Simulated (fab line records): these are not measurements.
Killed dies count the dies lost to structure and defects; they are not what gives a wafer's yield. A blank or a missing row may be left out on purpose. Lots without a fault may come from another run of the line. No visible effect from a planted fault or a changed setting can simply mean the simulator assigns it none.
One fault seen from 2 desks :: flow gf180mcu :: what lay behind the numbers comes last; until then each desk has only its own

== FROM THE METROLOGY DESK ==
What the gauges read, lot by lot, whatever tool the lot ran on: means of the sampled wafers that have a number. The brackets show how far a lot's mean lies from the usual mean; more than 4 standard deviations puts the lot out of limits, marked OUT.
Columns: A = M3_ALCU_RS at GF_M3_RS_MEAS_05, usual 0.0697 ohm/sq; B = M3_ALCU_THK at GF_M3_THK_MEAS_06, usual 444 nm; C = cdNm at GF_M3_CD_MEAS_14, usual 279.7 nm; D = M3_OVL at GF_M3_OVL_MEAS_15, usual -3 nm
lot: L290
first seen here: day 20 14:17
A: 0.0686
B: 449
C: 279.8
D: -6

lot: L304
first seen here: day 25 19:23
A: 0.0702
B: 442
C: 279.3
D: 2

lot: L307
first seen here: day 26 21:11
A: 0.0692
B: 448
C: 277.3
D: -8

lot: L309
first seen here: day 27 04:15
A: 0.0703
B: 442
C: 280.2
D: -10

lot: L310
first seen here: day 27 13:34
A: 0.0714
B: 434
C: 279.8
D: -7

lot: L311
first seen here: day 27 15:28
A: 0.0696
B: 446
C: 280.9
D: 7
Finding of this desk: none of the 6 lots has anything out of limits.

== THE TOOL OWNER'S DESK: rieMetal-02 ==
The tool's own readings at GF_M3_METAL_ETCH_16 (etches the open film in Cl2/BCl3, stops on SiO2, target depth 627.5 nm, time 104.6 s): means of the sampled wafers that have a number, for each lot that ran on this tool. The brackets show how far a lot's mean lies from the usual mean; more than 4 standard deviations puts the lot out of limits, marked OUT.
Columns: A = drypumpMotorCurrentA at GF_M3_METAL_ETCH_16, usual 5.9 A; B = oesProductAu at GF_M3_METAL_ETCH_16, usual 0.971 a.u.; C = rfFwdPowerW at GF_M3_METAL_ETCH_16, usual 794.5 W; D = runLengthS at GF_M3_METAL_ETCH_16, usual 133.0 s; E = throttleValvePct at GF_M3_METAL_ETCH_16, usual 28.251 %
lot: L304
first seen here: day 26 15:50
A: 5.8
B: 0.971
C: 794.7
D: 132.8
E: 28.254

lot: L307
first seen here: day 27 17:02
A: 5.8
B: 1.016 (+8.1) OUT
C: -
D: 126.4 (-16) OUT
E: 28.194 (-4.8) OUT

lot: L310
first seen here: day 28 08:56
A: 5.8
B: 1.013 (+7.5) OUT
C: -
D: 126.6 (-16) OUT
E: 28.209
This desk finds L307, L310 out of limits, L307 being first, at day 27 17:02 (oesProductAu at GF_M3_METAL_ETCH_16). L304: within limits.

== TAKEN TOGETHER ==
The tool owner's desk had the chance to raise an alarm at day 27 17:02 on L307, L310.
From the metrology desk's view, nothing was out of limits.
The metrology desk holds a record of L307, L310, inside its limits.
All the named lots went through GF_M3_METAL_ETCH_16 on rieMetal-02.

== WHAT THE SIMULATOR HAD INSERTED ==
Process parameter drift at GF_M3_METAL_ETCH_16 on rieMetal-02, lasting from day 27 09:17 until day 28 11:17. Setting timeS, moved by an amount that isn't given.
Struck lots among those shown: L307, L310.
Each desk's first reading out of limits, in hours after the fault started: the tool owner's desk, 8.
